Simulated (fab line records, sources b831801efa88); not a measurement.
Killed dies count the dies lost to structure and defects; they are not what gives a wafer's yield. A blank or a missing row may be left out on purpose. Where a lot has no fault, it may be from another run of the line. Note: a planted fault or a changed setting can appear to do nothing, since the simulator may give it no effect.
A struck lot beside a sound one || flow sky130 || 14 out of 708 route steps
Sound: these wafers, L150.2, L150.3, L150.6. The struck wafers were L138.1, L138.4, L138.5. At the end, the cause is stated.
Each step with rows lists, per side, the tool, then ch with its chambers, then its first start. Under that, the readings that differ: sound wafers || struck wafers || difference of the means || sigmas: that difference in standard deviations of wafers without a fault.
alike: readings with means less than 2 such deviations apart, plus words and numbers identical on both sides. not compared: withheld readings, readings lacking a value on some wafer, bounds such as >300 that could conceal the same value, and numbers that have no deviation in the record and whose values overlap.
The two part at a step that has a row with sigmas, a row that says differs or no value, or rows on one side only. When numbers do not overlap yet have no deviation, they are printed without sigmas and do not part them. A reading missing from all wafers of one side parts the sides only when that side holds two or more wafers.

first, 4 steps without rows for these wafers: SKY_VIA2_STRIP_17 (strips in post etch residue remover, time 1200 s); SKY_VIA2_CLEAN_18 (cleans in IPA, time 180 s); SKY_VIA2_CLEAN_19 (cleans in O3/DIW); SKY_VIA2_SPUTTER_20 (material TiN, target thk 20 nm, time 80 s).
SKY_VIA2_CVD_21: deposits W, target thk 420 nm, time 126.4 s.
  sound on cvd_w-02 ch 0,1, day 41 18:43; struck on cvd_w-02 ch 0,1, day 38 02:20
  alike: heater_power_w
SKY_VIA2_RS_MEAS_22: measures by four-point-probe.
  sound on film_metro-03, day 41 18:52; struck on film_metro-01, day 38 02:28
  alike: VIA2_W_RS
SKY_VIA2_THK_MEAS_23: measures by xrf.
  sound on film_metro-03, day 41 18:59; struck on film_metro-01, day 38 02:35
{"reading": "VIA2_W_THK (nm)", "sound": "419 423 419", "struck": "405 407 406", "difference": -14, "sigmas": -2}
then, 1 step without rows for these wafers: SKY_VIA2_CMP_24 (polishes, stops on SiO2, t overpolish 20 s, target thk 0 nm).
SKY_METAL3_SPUTTER_00: material Ti, target thk 15 nm, time 10 s.
  sound on pvd_sputter-04, day 41 19:20; struck on pvd_sputter-04, day 38 02:56
  alike: cathode_dc_power_W, throttle_valve_pct
SKY_METAL3_SPUTTER_01: material TiN, target thk 20 nm, time 16.7 s.
  sound on pvd_sputter-04, day 41 19:21; struck on pvd_sputter-04, day 38 02:58
  alike: cathode_dc_power_W, throttle_valve_pct
then, 1 step without rows for these wafers: SKY_METAL3_SPUTTER_02 (material AlCu, target thk 735 nm, time 39.1 s).
SKY_METAL3_SPUTTER_03: material Ti, target thk 5 nm, time 3.3 s.
  sound on pvd_sputter-04, day 41 19:25; struck on pvd_sputter-04, day 38 03:02
  alike: cathode_dc_power_W, throttle_valve_pct
SKY_METAL3_SPUTTER_04: material TiN, target thk 70 nm, time 58.3 s.
  sound on pvd_sputter-04, day 41 19:26; struck on pvd_sputter-04, day 38 03:03
{"reading": "cathode_dc_power_W (W)", "sound": "6500.3 6499.7 6498.0", "struck": "5555.6 5557.0 5557.6", "difference": -942.6, "sigmas": "-99 or more"}
{"reading": "model.TiN_of_METAL3_SPUTTER_04.thk_nm (nm)", "sound": "70.54 70.23 70.16", "struck": "59.26 59.7 59.41", "difference": -10.85, "sigmas": ""}
  alike: throttle_valve_pct
SKY_CAPM_CVD_00: deposits SiO2, target thk 15.5 nm.
  sound on pecvd-04 ch 0,2, day 41 19:29; struck on pecvd-01 ch 0,1, day 38 03:06
  alike: heater_power_w, rf_fwd_power_W

== WHERE THEY PART ==
First at SKY_VIA2_THK_MEAS_23; last, within this record, at SKY_METAL3_SPUTTER_04. Later steps at which nothing parts them and some readings are alike: SKY_CAPM_CVD_00.

WHY: what had been put in by the simulator
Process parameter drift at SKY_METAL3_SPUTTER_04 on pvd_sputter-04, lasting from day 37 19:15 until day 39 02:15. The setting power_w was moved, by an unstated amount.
